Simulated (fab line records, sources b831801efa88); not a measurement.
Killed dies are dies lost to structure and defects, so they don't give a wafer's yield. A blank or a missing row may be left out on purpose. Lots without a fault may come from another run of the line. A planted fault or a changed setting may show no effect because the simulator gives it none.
fab line records | flow gf180mcu
record lots=5 wafers=15 last_day=33
route steps=602 shown MIM@517 M5@526 V5@540
lots that met no fault: from a run of the same line without faults
start_h: hours from the record's first day to the start of the lot's first wafer shown | wait_h: hours since the lot's step before | " the same as in the row above | L1.1+2: a row that stands for several wafers | - no value, or no start given | * or withheld: withheld | < > ~ a bound
route shown NAME@n: a module of which the file shows steps, and the number in the route of the first | usual: mean/standard deviation of fault-free wafers | same: alike in all rows | chamber/n: place in a boat | sites: the reading at each site | _std_site: their standard deviation | _edge_site: outer sites' mean less inner sites' | radius_mm: how far each site lies from the wafer's centre | mask NAME#n: copy n | behind: the tool/chamber that last shaped the wafer | hold: why the lot was held/for how many hours/how that ended | device: the transistor (n, p or np) that didn't switch | end of line: the same wafers' tests at the end of the route | a step without rows: its recipe alone | killed: dies lost to structure and defects at the first sort, not the wafer's yield | map: a wafer's dies, x killed, . not, _ none there
set.NAME: the setting as run; set.NAME@STEP: as run at that earlier step | model.NAME: the simulator's own value behind a step, which no gauge read
lots at some steps of the route; a table a step, a row a wafer
services: from which hour (start_h, from the record's first day; less than 0 if before it) a tool's chamber was out of use, for how many hours, and why
## steps
# step GF_MIM_COAT_14
# recipe resist=NOVOLAK spin_rpm=3000 resist_thk_nm=1000
# columns lot.wafer tool chamber start_h wait_h
L078.2+3+4 litho_track-04 0 607.38 0.1
L083.2+3+6 litho_track-04 0 646.53 0.1
L085.3+5+6 litho_track-04 0 661.80 0.1
L086.2+3+4 litho_track-03 0 673.54 0.1
L091.3+5+6 litho_track-01 0 704.27 0.1
# step GF_MIM_SOFTBAKE_15
# recipe temp_c=90 time_s=60 resist=NOVOLAK
# usual heater_power_total_W=56.60/0.045
# columns lot.wafer tool chamber start_h wait_h heater_power_total_W
L078.2 litho_track-04 0 607.53 0.1 56.65
L078.3 " 0 " " 56.65
L078.4 " 0 " " 56.59
L083.2 litho_track-04 0 646.68 0.1 56.61
L083.3 " 0 " " 56.58
L083.6 " 0 " " 56.57
L085.3 litho_track-04 0 661.95 0.1 56.61
L085.5 " 0 " " 56.59
L085.6 " 0 " " 56.64
L086.2 litho_track-03 0 673.69 0.1 56.64
L086.3 " 0 " " 56.55
L086.4 " 0 " " 56.61
L091.3 litho_track-01 0 704.42 0.1 56.54
L091.5 " 0 " " 56.62
L091.6 " 0 " " 56.50
# step GF_MIM_EXPOSE_16
# recipe mask_id=FuseTop target_cd_nm=2000 na=0.6 source_shape=conventional sigma_outer=0.6 dose_mj=140
# usual stage_vel_mm_s=500.04/0.25
# same na=0.6
# columns lot.wafer tool chamber start_h wait_h mask stage_vel_mm_s
L078.2 iline_stepper-02 0 - - FuseTop#0 499.66
L078.3 " 0 " " FuseTop#0 499.98
L078.4 " 0 " " FuseTop#0 500.02
L083.2 iline_stepper-02 0 - - FuseTop#0 499.77
L083.3 " 0 " " FuseTop#0 500.02
L083.6 " 0 " " FuseTop#0 500.17
L085.3 iline_stepper-01 0 - - FuseTop#0 499.94
L085.5 " 0 " " FuseTop#0 499.71
L085.6 " 0 " " FuseTop#0 500.12
L086.2 iline_stepper-01 0 - - FuseTop#0 499.91
L086.3 " 0 " " FuseTop#0 499.95
L086.4 " 0 " " FuseTop#0 500.00
L091.3 iline_stepper-02 0 - - FuseTop#0 500.04
L091.5 " 0 " " FuseTop#0 499.66
L091.6 " 0 " " FuseTop#0 499.62
# step GF_MIM_PEB_17
# recipe temp_c=withheld time_s=* resist=NOVOLAK
# columns lot.wafer tool chamber start_h wait_h
L078.2+3+4 litho_track-03 0 - -
L083.2+3+6 litho_track-04 0 - -
L085.3+5+6 litho_track-04 0 - -
L086.2+3+4 litho_track-01 0 - -
L091.3+5+6 litho_track-03 0 - -
# step GF_MIM_DEVELOP_18
# recipe develop_time_s=60 dev_temp_c=23
# columns lot.wafer tool chamber start_h wait_h
L078.2+3+4 litho_track-03 0 618.39 0.1
L083.2+3+6 litho_track-04 0 656.43 0.1
L085.3+5+6 litho_track-04 0 669.70 0.1
L086.2+3+4 litho_track-01 0 682.85 0.1
L091.3+5+6 litho_track-03 0 713.26 0.1
# step GF_MIM_METAL_ETCH_19
# recipe chemistry=Cl2/BCl3 mask_material=NOVOLAK stop_on=Si3N4 target_depth_nm=324.5 pressure_mtorr=8 icp_w=800 bias_w=140 Cl2_flow_sccm=80 bcl3_flow_sccm=40 time_s=54.1
# usual bcl3_flow_sccm=39.98/0.1 drypump_motor_current_A=5.6/0.53 oes_product_au=0.940/0.0056 rf_fwd_power_W=794.0/2.5 throttle_valve_pct=28.286/0.01
# columns lot.wafer tool chamber start_h wait_h bcl3_flow_sccm drypump_motor_current_A oes_product_au rf_fwd_power_W rf_hours_counter_h throttle_valve_pct
L078.2 rie_metal-02 0 618.51 0.1 40.10 5.7 0.930 794.2 12 28.266
L078.3 " 1 " " 40.12 5.1 0.933 793.9 - 28.300
L078.4 " 0 " " 40.10 5.7 0.944 793.9 - 28.286
L083.2 rie_metal-02 0 656.55 0.1 39.97 5.8 0.941 790.1 13 28.281
L083.3 " 0 " " 39.85 5.7 0.947 791.4 - 28.284
L083.6 " 1 " " 39.83 5.1 0.941 797.8 - 28.285
L085.3 rie_metal-02 1 669.85 0.1 39.94 5.1 0.929 795.6 - 28.291
L085.5 " 1 " " 40.05 5.1 0.940 796.6 - 28.299
L085.6 " 1 " " 39.87 5.1 0.938 795.8 - 28.287
L086.2 rie_metal-02 1 682.99 0.1 40.01 5.1 0.943 795.5 - 28.285
L086.3 " 1 " " 39.97 5.1 0.949 791.9 - 28.274
L086.4 " 1 " " 39.95 5.1 0.951 795.1 - 28.268
L091.3 rie_metal-04 1 713.39 0.1 39.84 6.5 0.944 793.2 - 28.298
L091.5 " 0 " " 39.89 5.9 0.936 793.5 - 28.286
L091.6 " 1 " " 39.81 6.5 0.932 792.8 - 28.281
# step GF_MIM_STRIP_20
# recipe chemistry=O2/N2 power_w=1400 pressure_mtorr=1500 platen_temp_c=250 o2_flow_sccm=3000 n2_flow_sccm=300 overash_fraction=0.5
# usual drypump_motor_current_A=5.7/0.38 heater_power_w=331/30 oes_product_au=0.691/0.0046 strip_time_to_endpoint_s=11.19/0.047
# columns lot.wafer tool chamber start_h wait_h drypump_motor_current_A heater_power_w oes_product_au rf_hours_counter_h strip_time_to_endpoint_s
L078.2 plasma_asher-03 0 618.58 0.0 5.7 333 0.692 52 11.22
L078.3 " 1 " " 5.7 371 0.690 - 11.17
L078.4 " 0 " " 5.7 325 0.686 - 11.24
L083.2 plasma_asher-01 0 656.62 0.0 6.1 307 0.685 26 11.28
L083.3 " 1 " " 4.9 286 0.687 - 11.20
L083.6 " 0 " " 6.1 308 0.689 - 11.14
L085.3 plasma_asher-03 0 669.97 0.1 5.7 330 0.690 - 11.16
L085.5 " 1 " " 5.7 374 0.690 - 11.17
L085.6 " 0 " " 5.7 332 0.692 - 11.18
L086.2 plasma_asher-03 0 683.11 0.1 5.7 331 0.684 58 11.17
L086.3 " 1 " " 5.7 375 0.691 - 11.15
L086.4 " 0 " " 5.7 323 0.686 - 11.14
L091.3 plasma_asher-03 1 713.47 0.1 5.7 364 0.690 - 11.20
L091.5 " 0 " " 5.7 335 0.691 - 11.21
L091.6 " 1 " " 5.7 367 0.687 - 11.24
# step GF_MIM_STRIP_21
# recipe chemistry=post_etch_residue_remover time_s=1200 temp_c=72.5
# columns lot.wafer tool chamber start_h wait_h
L078.2+3+4 wet_bench-03 1 618.68 0.1
L083.2+3+6 wet_bench-03 3 656.72 0.1
L085.3+5+6 wet_bench-03 2 670.04 0.0
L086.2+3+4 wet_bench-03 0 683.21 0.1
L091.3+5+6 wet_bench-03 3 713.53 0.0
# step GF_MIM_CLEAN_22
# recipe chemistry=DIW dry=n2_spin
# columns lot.wafer tool chamber start_h wait_h
L078.2+3+4 wet_bench-04 1 619.06 0.0
L083.2+3+6 wet_bench-04 2 657.06 0.0
L085.3+5+6 wet_bench-02 1 670.38 0.0
L086.2+3+4 wet_bench-04 1 683.58 0.0
L091.3+5+6 wet_bench-02 0 713.91 0.0
# step GF_M5_DEHYDRATE_00
# recipe temp_c=200 time_s=60
# usual heater_power_total_W=160.36/0.12
# columns lot.wafer tool chamber start_h wait_h heater_power_total_W
L078.2 litho_track-04 0 628.53 9.4 160.51
L078.3 " 0 " " 160.46
L078.4 " 0 " " 160.18
L083.2 litho_track-02 0 665.81 8.6 160.15
L083.3 " 0 " " 160.59
L083.6 " 0 " " 160.17
L085.3 litho_track-01 0 678.32 7.8 160.55
L085.5 " 0 " " 160.40
L085.6 " 0 " " 160.12
L086.2 litho_track-04 0 692.43 8.7 160.32
L086.3 " 0 " " 160.24
L086.4 " 0 " " 160.30
L091.3 litho_track-04 0 722.55 8.6 160.36
L091.5 " 0 " " 160.57
L091.6 " 0 " " 160.42
# step GF_M5_HMDS_01
# recipe prime_time_s=60 prime_temp_c=120
# columns lot.wafer tool chamber start_h wait_h
L078.2+3+4 litho_track-04 0 628.68 0.1
L083.2+3+6 litho_track-02 0 665.96 0.1
L085.3+5+6 litho_track-01 0 678.47 0.1
L086.2+3+4 litho_track-04 0 692.58 0.1
L091.3+5+6 litho_track-04 0 722.70 0.1
# step GF_M5_COAT_02
# recipe resist=KrF spin_rpm=withheld resist_thk_nm=1000
# columns lot.wafer tool chamber start_h wait_h
L078.2+3+4 litho_track-04 0 628.83 0.1
L083.2+3+6 litho_track-02 0 666.11 0.1
L085.3+5+6 litho_track-01 0 678.62 0.1
L086.2+3+4 litho_track-04 0 692.73 0.1
L091.3+5+6 litho_track-04 0 722.85 0.1
# step GF_M5_SOFTBAKE_03
# recipe temp_c=130 time_s=60 resist=KrF
# usual heater_power_total_W=93.04/0.066
# columns lot.wafer tool chamber start_h wait_h heater_power_total_W
L078.2 litho_track-04 0 628.98 0.1 93.12
L078.3 " 0 " " 92.96
L078.4 " 0 " " 92.99
L083.2 litho_track-02 0 666.26 0.1 92.96
L083.3 " 0 " " 93.04
L083.6 " 0 " " 92.98
L085.3 litho_track-01 0 678.77 0.1 93.15
L085.5 " 0 " " 93.05
L085.6 " 0 " " 93.01
L086.2 litho_track-04 0 692.88 0.1 93.07
L086.3 " 0 " " 93.02
L086.4 " 0 " " 93.02
L091.3 litho_track-04 0 723.00 0.1 93.00
L091.5 " 0 " " 93.13
L091.6 " 0 " " 93.08
# step GF_M5_EXPOSE_04
# recipe mask_id=Metal5 target_cd_nm=280 na=0.68 source_shape=conventional sigma_outer=0.6 dose_mj=28
# usual stage_vel_mm_s=499.99/0.25
# same na=0.68
# columns lot.wafer tool chamber start_h wait_h mask stage_vel_mm_s
L078.2 krf_scanner-01 0 - - Metal5#0 500.18
L078.3 " 0 " " Metal5#0 500.02
L078.4 " 0 " " Metal5#0 500.51
L083.2 krf_scanner-01 0 - - Metal5#0 500.06
L083.3 " 0 " " Metal5#0 500.45
L083.6 " 0 " " Metal5#0 499.94
L085.3 krf_scanner-01 0 - - Metal5#0 499.82
L085.5 " 0 " " Metal5#0 500.16
L085.6 " 0 " " Metal5#0 500.19
L086.2 krf_scanner-01 0 - - Metal5#0 499.70
L086.3 " 0 " " Metal5#0 500.05
L086.4 " 0 " " Metal5#0 499.77
L091.3 krf_scanner-01 0 - - Metal5#0 499.85
L091.5 " 0 " " Metal5#0 499.90
L091.6 " 0 " " Metal5#0 499.85
# step GF_M5_PEB_05
# recipe peb_temp_c=135 peb_time_s=90 resist=KrF
# usual heater_power_total_W=85.71/0.079
# columns lot.wafer tool chamber start_h wait_h heater_power_total_W
L078.2 litho_track-04 0 - - 85.76
L078.3 " 0 " " 85.73
L078.4 " 0 " " 85.67
L083.2 litho_track-02 0 - - 85.79
L083.3 " 0 " " 85.69
L083.6 " 0 " " 85.57
L085.3 litho_track-04 0 - - 85.52
L085.5 " 0 " " 85.62
L085.6 " 0 " " 85.72
L086.2 litho_track-01 0 - - 85.88
L086.3 " 0 " " 85.77
L086.4 " 0 " " 85.68
L091.3 litho_track-04 0 - - 85.81
L091.5 " 0 " " 85.75
L091.6 " 0 " " 85.63
# step GF_M5_DEVELOP_06
# recipe develop_time_s=60 dev_temp_c=21
# columns lot.wafer tool chamber start_h wait_h
L078.2+3+4 litho_track-04 0 638.73 0.2
L083.2+3+6 litho_track-02 0 673.41 0.2
L085.3+5+6 litho_track-04 0 688.80 0.1
L086.2+3+4 litho_track-01 0 702.10 0.2
L091.3+5+6 litho_track-04 0 731.65 0.1
# step GF_M5_CD_MEAS_07
# recipe target_cd_nm=280
# usual cd_nm=280.0/1
# columns lot.wafer tool chamber start_h wait_h cd_nm
L078.2 cd_sem-01 - 638.87 0.1 279.2
L078.3 " - " " 280.4
L078.4 " - " " 279.4
L083.2 cd_sem-02 - 673.55 0.1 279.5
L083.3 " - " " 281.1
L083.6 " - " " 280.1
L085.3 cd_sem-01 - 688.99 0.2 278.9
L085.5 " - " " 278.2
L085.6 " - " " 279.3
L086.2 cd_sem-02 - 702.24 0.1 279.0
L086.3 " - " " 281.9
L086.4 " - " " 280.7
L091.3 cd_sem-01 - 731.79 0.1 278.9
L091.5 " - " " 278.6
L091.6 " - " " 277.8
# step GF_M5_OVL_MEAS_08
# usual M5_OVL=1/5.7
# columns lot.wafer tool chamber start_h wait_h M5_OVL[nm]
L078.2 overlay-02 - 638.98 0.1 -1
L078.3 " - " " -7
L078.4 " - " " -1
L083.2 overlay-02 - 673.66 0.1 4
L083.3 " - " " 6
L083.6 " - " " -7
L085.3 overlay-02 - 689.08 0.1 11
L085.5 " - " " -1
L085.6 " - " " -4
L086.2 overlay-01 - 702.35 0.1 -6
L086.3 " - " " -7
L086.4 " - " " -4
L091.3 overlay-02 - 731.88 0.1 -2
L091.5 " - " " -7
L091.6 " - " " -3
# step GF_M5_ETCH_09
# recipe chemistry=CF4/O2 target=Si3N4 target_depth_nm=52 source_w=800 bias_w=150 pressure_mtorr=150 cf4_flow_sccm=80 O2_flow_sccm=10 time_s=11.6
# usual cf4_flow_sccm=80.00/0.23 drypump_motor_current_A=5.8/0.36 oes_product_au=1.002/0.0081 rf_fwd_power_W=787/3.8 throttle_valve_pct=5.972/0.0095
# columns lot.wafer tool chamber start_h wait_h cf4_flow_sccm drypump_motor_current_A oes_product_au rf_fwd_power_W rf_hours_counter_h throttle_valve_pct
L078.2 rie_diel-02 1 639.01 0.0 79.92 4.9 0.996 781 54 5.964
L078.3 " 0 " " 80.01 5.8 1.008 786 11 5.965
L078.4 " 3 " " 79.81 6.0 0.997 788 22 5.966
L083.2 rie_diel-04 1 673.69 0.0 79.92 5.8 0.999 789 21 5.958
L083.3 " 2 " " 80.16 6.3 0.995 787 24 5.962
L083.6 " 1 " " 79.88 5.9 0.987 790 - 5.964
L085.3 rie_diel-03 0 689.11 0.0 79.75 5.6 0.997 779 39 5.967
L085.5 " 0 " " 79.73 5.6 0.998 781 - 5.966
L085.6 " 1 " " 79.87 5.6 1.000 789 - 5.973
L086.2 rie_diel-02 3 702.38 0.0 80.02 6.0 1.010 786 25 5.985
L086.3 " 2 " " 80.45 5.7 1.022 786 4 5.977
L086.4 " 0 " " 79.80 5.8 1.009 792 14 5.973
L091.3 rie_diel-02 0 731.91 0.0 80.25 5.8 0.999 793 15 5.966
L091.5 " 3 " " 79.81 6.0 1.006 785 - 5.979
L091.6 " 0 " " 79.98 5.8 1.007 792 - 5.985
# step GF_M5_METAL_ETCH_10
# recipe chemistry=Cl2/BCl3 mask_material=KrF target_depth_nm=750.8 stop_on=SiO2 pressure_mtorr=8 icp_w=800 bias_w=140 Cl2_flow_sccm=80 bcl3_flow_sccm=40 time_s=125.1
# usual bcl3_flow_sccm=40.00/0.11 drypump_motor_current_A=5.8/0.41 oes_product_au=0.989/0.006 rf_fwd_power_W=795.3/2.7 throttle_valve_pct=28.231/0.011
# columns lot.wafer tool chamber start_h wait_h bcl3_flow_sccm drypump_motor_current_A oes_product_au rf_fwd_power_W rf_hours_counter_h throttle_valve_pct
L078.2 rie_metal-01 0 639.07 0.1 40.02 5.5 0.981 791.3 - 28.244
L078.3 " 0 " " 40.04 5.5 0.982 791.5 - 28.233
L078.4 " 0 " " 40.03 5.5 0.971 791.7 - 28.248
L083.2 rie_metal-02 1 673.75 0.1 40.24 5.1 1.006 800.3 - 28.231
L083.3 " 1 " " 40.16 5.1 0.995 798.1 - 28.216
L083.6 " 1 " " 40.14 5.1 0.999 797.5 - 28.236
L085.3 rie_metal-01 1 689.17 0.1 39.88 5.9 0.991 793.3 - 28.230
L085.5 " 0 " " 39.81 5.5 0.992 791.0 - 28.248
L085.6 " 1 " " 39.98 5.8 0.986 794.1 - 28.227
L086.2 rie_metal-04 0 702.40 0.0 39.98 6.0 0.996 795.2 7 28.244
L086.3 " 0 " " 40.03 5.9 0.992 793.5 - 28.218
L086.4 " 1 " " 40.11 6.5 0.990 795.3 - 28.233
L091.3 rie_metal-01 0 731.97 0.1 39.94 5.4 0.991 796.3 - 28.221
L091.5 " 1 " " 39.88 5.8 0.991 794.6 - 28.236
L091.6 " 0 " " 39.83 5.4 0.990 793.3 - 28.243
# step GF_M5_STRIP_11
# recipe chemistry=O2/N2 power_w=1400 pressure_mtorr=1500 platen_temp_c=250 o2_flow_sccm=3000 n2_flow_sccm=300 overash_fraction=0.5
# usual drypump_motor_current_A=5.72/0.099 heater_power_w=348/14 oes_product_au=0.524/0.0046 strip_time_to_endpoint_s=7.05/0.051
# columns lot.wafer tool chamber start_h wait_h drypump_motor_current_A heater_power_w oes_product_au rf_hours_counter_h strip_time_to_endpoint_s
L078.2 plasma_asher-04 1 639.29 0.2 5.74 343 0.529 87 7.15
L078.3 " 1 " " 5.73 346 0.534 - 7.13
L078.4 " 0 " " 5.85 353 0.526 - 7.16
L083.2 plasma_asher-02 0 673.97 0.2 5.51 327 0.525 106 7.06
L083.3 " 0 " " 5.52 333 0.520 - 7.00
L083.6 " 0 " " 5.54 340 0.526 - 7.02
L085.3 plasma_asher-02 0 689.29 0.1 5.57 349 0.519 - 7.12
L085.5 " 0 " " 5.52 333 0.534 - 7.10
L085.6 " 1 " " 5.80 352 0.522 - 7.04
L086.2 plasma_asher-04 1 702.53 0.1 5.73 332 0.522 93 7.08
L086.3 " 0 " " 5.87 363 0.525 - 7.08
L086.4 " 1 " " 5.70 344 0.527 - 7.09
L091.3 plasma_asher-03 0 732.09 0.1 5.73 339 0.528 - 7.08
L091.5 " 1 " " 5.71 372 0.526 - 7.04
L091.6 " 0 " " 5.68 332 0.534 - 7.11
# step GF_M5_STRIP_12
# recipe chemistry=post_etch_residue_remover time_s=1200 temp_c=72.5
# columns lot.wafer tool chamber start_h wait_h
L078.2+3+4 wet_bench-01 0 639.39 0.1
L083.2+3+6 wet_bench-03 1 674.07 0.1
L085.3+5+6 wet_bench-04 2 689.36 0.0
L086.2+3+4 wet_bench-01 3 702.63 0.1
L091.3+5+6 wet_bench-03 1 732.16 0.0
# step GF_M5_CLEAN_13
# recipe chemistry=DIW dry=n2_spin
# columns lot.wafer tool chamber start_h wait_h
L078.2+3+4 wet_bench-03 1 639.73 0.0
L083.2+3+6 wet_bench-04 1 674.41 0.0
L085.3+5+6 wet_bench-03 2 689.70 0.0
L086.2+3+4 wet_bench-04 0 702.97 0.0
L091.3+5+6 wet_bench-03 1 732.50 0.0
# step GF_V5_CVD_00
# recipe material=SiO2 target_thk_nm=300 sigma_open_frac=0.3 temp_c=400 time_s=50 sih4_flow_sccm=60 pressure_mtorr=6
# columns lot.wafer tool chamber start_h wait_h
L078.2+3+4 hdpcvd-02 0,2,0 639.82 0.0
L083.2+3+6 hdpcvd-01 2,0,2 674.50 0.0
L085.3+5+6 hdpcvd-02 1,1,0 689.79 0.0
L086.2+3+4 hdpcvd-02 1,0,0 703.06 0.0
L091.3+5+6 hdpcvd-02 1,1,0 732.59 0.0
# step GF_V5_THK_MEAS_01
# recipe reads=SiO2_of_V5_CVD_00
# usual V5_CVD_00_THK=300.1/2.9
# columns lot.wafer tool chamber start_h wait_h V5_CVD_00_THK[nm]
L078.2 film_metro-03 - 639.88 0.0 295.2
L078.3 " - " " 302.6
L078.4 " - " " 296.1
L083.2 film_metro-02 - 674.56 0.0 301.8
L083.3 " - " " 305.8
L083.6 " - " " 303.0
L085.3 film_metro-03 - 689.86 0.0 300.1
L085.5 " - " " 298.1
L085.6 " - " " 297.5
L086.2 film_metro-03 - 703.12 0.0 301.1
L086.3 " - " " 302.5
L086.4 " - " " 301.5
L091.3 film_metro-01 - 732.66 0.0 297.4
L091.5 " - " " 296.4
L091.6 " - " " 302.2
# step GF_V5_CVD_02
# recipe material=SiO2 target_thk_nm=1450 precursor=TEOS temp_c=400 time_s=163.28 rf_w=600
# usual heater_power_w=621/93 rf_fwd_power_W=598.0/1.8
# columns lot.wafer tool chamber start_h wait_h heater_power_w rf_fwd_power_W
L078.2 pecvd-03 2 639.93 0.0 820 596.7
L078.3 " 1 " " 544 597.0
L078.4 " 1 " " 606 598.2
L083.2 pecvd-03 0 674.61 0.0 683 595.2
L083.3 " 1 " " 565 599.2
L083.6 " 0 " " 539 595.6
L085.3 pecvd-04 1 689.90 0.0 611 600.8
L085.5 " 2 " " 556 597.4
L085.6 " 0 " " 458 595.8
L086.2 pecvd-01 0 703.17 0.0 508 597.6
L086.3 " 2 " " 693 594.6
L086.4 " 1 " " 571 598.3
L091.3 pecvd-03 0 732.70 0.0 667 597.8
L091.5 " 0 " " 545 593.8
L091.6 " 1 " " 594 598.9
# step GF_V5_THK_MEAS_03
# recipe reads=SiO2_of_V5_CVD_02
# usual V5_CVD_02_THK=1452/16
# columns lot.wafer tool chamber start_h wait_h V5_CVD_02_THK[nm]
L078.2 film_metro-02 - 640.04 0.1 1442
L078.3 " - " " 1424
L078.4 " - " " 1462
L083.2 film_metro-02 - 674.72 0.1 1458
L083.3 " - " " 1462
L083.6 " - " " 1466
L085.3 film_metro-02 - 690.03 0.1 1428
L085.5 " - " " 1460
L085.6 " - " " 1473
L086.2 film_metro-01 - 703.28 0.1 1431
L086.3 " - " " 1426
L086.4 " - " " 1440
L091.3 film_metro-03 - 732.82 0.1 1432
L091.5 " - " " 1470
L091.6 " - " " 1475
# step GF_V5_CMP_04
# recipe material=SiO2 down_force_psi=4 platen_rpm=60 pad_velocity_m_s=0.94248
# usual motor_current_A=12.9/1 slurry_flow_ml_min=150.0/0.49
# columns lot.wafer tool chamber start_h wait_h motor_current_A slurry_flow_ml_min
L078.3 cmp-02 3 640.09 0.0 12.2 150.5
L078.2 " 0 " " 12.2 149.7
L078.4 " 2 " " 14.0 150.3
L083.3 cmp-02 3 676.30 1.6 12.2 149.7
L083.2 " 1 " " 14.7 150.1
L083.6 " 3 " " 12.0 150.5
L085.3 cmp-02 3 690.23 0.2 12.3 150.2
L085.6 " 1 " " 14.5 150.1
L085.5 " 2 " " 14.4 149.8
L086.2 cmp-02 3 703.33 0.0 11.9 150.4
L086.3 " 0 " " 12.1 149.4
L086.4 " 2 " " 13.9 150.0
L091.3 cmp-01 0 732.96 0.1 12.3 150.4
L091.6 " 2 " " 11.4 150.1
L091.5 " 3 " " 11.7 149.5
# step GF_V5_BOW_MEAS_05
# recipe mode=bow
# usual V5_BOW=135/9.2
# columns lot.wafer tool chamber start_h wait_h V5_BOW[um]
L078.2 film_metro-01 - 640.41 0.2 148
L078.3 " - " " 150
L078.4 " - " " 151
L083.2 film_metro-02 - 676.62 0.2 129
L083.3 " - " " 140
L083.6 " - " " 122
L085.3 film_metro-01 - 690.47 0.2 134
L085.5 " - " " 127
L085.6 " - " " 128
L086.2 film_metro-01 - 703.65 0.3 139
L086.3 " - " " 135
L086.4 " - " " 126
L091.3 film_metro-03 - 733.20 0.2 137
L091.5 " - " " 138
L091.6 " - " " 145
# step GF_V5_DEHYDRATE_06
# recipe temp_c=200 time_s=60
# usual heater_power_total_W=160.38/0.12
# columns lot.wafer tool chamber start_h wait_h heater_power_total_W
L078.2 litho_track-01 0 649.45 9.0 160.36
L078.3 " 0 " " 160.29
L078.4 " 0 " " 160.31
L083.2 litho_track-02 0 686.41 9.8 160.36
L083.3 " 0 " " 160.28
L083.6 " 0 " " 160.37
L085.3 litho_track-02 0 698.93 8.4 160.23
L085.5 " 0 " " 160.29
L085.6 " 0 " " 160.38
L086.2 litho_track-01 0 712.20 8.5 160.37
L086.3 " 0 " " 160.36
L086.4 " 0 " " 160.62
L091.3 litho_track-02 0 741.33 8.1 160.33
L091.5 " 0 " " 160.20
L091.6 " 0 " " 160.19
# step GF_V5_HMDS_07
# recipe prime_time_s=60 prime_temp_c=120
# columns lot.wafer tool chamber start_h wait_h
L078.2+3+4 litho_track-01 0 649.60 0.1
L083.2+3+6 litho_track-02 0 686.56 0.1
L085.3+5+6 litho_track-02 0 699.08 0.1
L086.2+3+4 litho_track-01 0 712.35 0.1
L091.3+5+6 litho_track-02 0 741.48 0.1
# step GF_V5_COAT_08
# recipe resist=BARC temp_c=withheld time_s=withheld spin_rpm=withheld resist_thk_nm=withheld
# columns lot.wafer tool chamber start_h wait_h
L078.2+3+4 litho_track-01 0 649.75 0.1
L083.2+3+6 litho_track-02 0 686.71 0.1
L085.3+5+6 litho_track-02 0 699.23 0.1
L086.2+3+4 litho_track-01 0 712.50 0.1
L091.3+5+6 litho_track-02 0 741.63 0.1
# step GF_V5_COAT_09
# recipe resist=KrF spin_rpm=withheld resist_thk_nm=1000
# columns lot.wafer tool chamber start_h wait_h
L078.2+3+4 litho_track-01 0 - -
L083.2+3+6 litho_track-02 0 - -
L085.3+5+6 litho_track-02 0 - -
L086.2+3+4 litho_track-01 0 - -
L091.3+5+6 litho_track-02 0 - -
# step GF_V5_SOFTBAKE_10
# recipe temp_c=130 time_s=60 resist=KrF
# usual heater_power_total_W=93.05/0.062
# columns lot.wafer tool chamber start_h wait_h heater_power_total_W
L078.2 litho_track-01 0 - - 92.98
L078.3 " 0 " " 93.10
L078.4 " 0 " " 93.06
L083.2 litho_track-02 0 - - 92.97
L083.3 " 0 " " 93.18
L083.6 " 0 " " 93.00
L085.3 litho_track-02 0 - - 92.96
L085.5 " 0 " " 93.05
L085.6 " 0 " " 92.92
L086.2 litho_track-01 0 - - 92.99
L086.3 " 0 " " 93.09
L086.4 " 0 " " 93.06
L091.3 litho_track-02 0 - - 93.11
L091.5 " 0 " " 93.06
L091.6 " 0 " " 93.11
# step GF_V5_EXPOSE_11
# recipe mask_id=Via5 target_cd_nm=260 na=0.68 source_shape=conventional sigma_outer=0.6 dose_mj=38
# usual stage_vel_mm_s=500.05/0.28
# same na=0.68
# columns lot.wafer tool chamber start_h wait_h mask stage_vel_mm_s
L078.2 krf_scanner-01 0 - - Via5#0 499.99
L078.3 " 0 " " Via5#0 499.99
L078.4 " 0 " " Via5#0 499.69
L083.2 krf_scanner-01 0 - - Via5#0 499.94
L083.3 " 0 " " Via5#0 499.62
L083.6 " 0 " " Via5#0 499.89
L085.3 krf_scanner-02 0 - - Via5#0 500.09
L085.5 " 0 " " Via5#0 500.22
L085.6 " 0 " " Via5#0 500.14
L086.2 krf_scanner-02 0 - - Via5#0 500.00
L086.3 " 0 " " Via5#0 499.70
L086.4 " 0 " " Via5#0 499.74
L091.3 krf_scanner-02 0 - - Via5#0 500.54
L091.5 " 0 " " Via5#0 500.33
L091.6 " 0 " " Via5#0 500.44
# step GF_V5_PEB_12
# recipe peb_temp_c=135 peb_time_s=90 resist=KrF
# usual heater_power_total_W=85.71/0.086
# columns lot.wafer tool chamber start_h wait_h heater_power_total_W
L078.2 litho_track-01 0 - - 85.67
L078.3 " 0 " " 85.58
L078.4 " 0 " " 85.62
L083.2 litho_track-01 0 - - 85.79
L083.3 " 0 " " 85.89
L083.6 " 0 " " 85.81
L085.3 litho_track-01 0 - - 85.78
L085.5 " 0 " " 85.70
L085.6 " 0 " " 85.58
L086.2 litho_track-01 0 - - 85.53
L086.3 " 0 " " 85.57
L086.4 " 0 " " 85.79
L091.3 litho_track-03 0 - - 85.59
L091.5 " 0 " " 85.88
L091.6 " 0 " " 85.54
# step GF_V5_DEVELOP_13
# recipe develop_time_s=60 resist=KrF dev_temp_c=21
# columns lot.wafer tool chamber start_h wait_h
L078.2+3+4 litho_track-01 0 660.10 0.2
L083.2+3+6 litho_track-01 0 695.85 0.2
L085.3+5+6 litho_track-01 0 709.22 0.1
L086.2+3+4 litho_track-01 0 721.45 0.2
L091.3+5+6 litho_track-03 0 750.21 0.1
# step GF_V5_CD_MEAS_14
# recipe target_cd_nm=260
# usual cd_nm=259.9/1.1
# columns lot.wafer tool chamber start_h wait_h cd_nm
L078.2 cd_sem-01 - 660.24 0.1 259.6
L078.3 " - " " 260.1
L078.4 " - " " 260.8
L083.2 cd_sem-01 - 695.99 0.1 262.4
L083.3 " - " " 259.6
L083.6 " - " " 261.0
L085.3 cd_sem-01 - 709.36 0.1 258.7
L085.5 " - " " 260.2
L085.6 " - " " 258.1
L086.2 cd_sem-01 - 721.59 0.1 260.6
L086.3 " - " " 260.5
L086.4 " - " " 258.8
L091.3 cd_sem-02 - 750.35 0.1 259.4
L091.5 " - " " 260.2
L091.6 " - " " 259.4
## services
# columns tool chamber start_h hours kind
krf_scanner-01 - 587.78 0.8 pm
cmp-02 - 591.86 2.5 pm
rie_metal-02 1 593.42 7.7 repair
krf_scanner-02 - 607.60 8.8 repair
iline_stepper-02 - 616.42 4.3 pm
rie_metal-01 1 621.91 18.8 repair
hdpcvd-02 - 624.10 5.5 pm
iline_stepper-02 - 627.73 5.1 repair
pecvd-03 1 627.85 5.5 repair
krf_scanner-02 - 636.87 1.6 repair
krf_scanner-01 - 644.90 1.3 pm
krf_scanner-02 - 653.72 0.7 repair
iline_stepper-02 - 657.76 4.4 pm
cmp-02 - 662.18 3.0 repair
hdpcvd-02 0 665.91 17.2 repair
rie_diel-02 - 668.09 0.7 repair
krf_scanner-02 - 678.65 1.0 pm
rie_diel-02 1 689.36 1.4 repair
krf_scanner-02 - 698.11 0.8 pm
krf_scanner-02 - 717.91 1.3 pm
krf_scanner-01 - 728.09 1.5 repair
krf_scanner-01 - 738.65 1.0 pm
cmp-02 - 744.27 4.0 pm
cmp-02 - 747.56 0.8 repair
## key
fault none
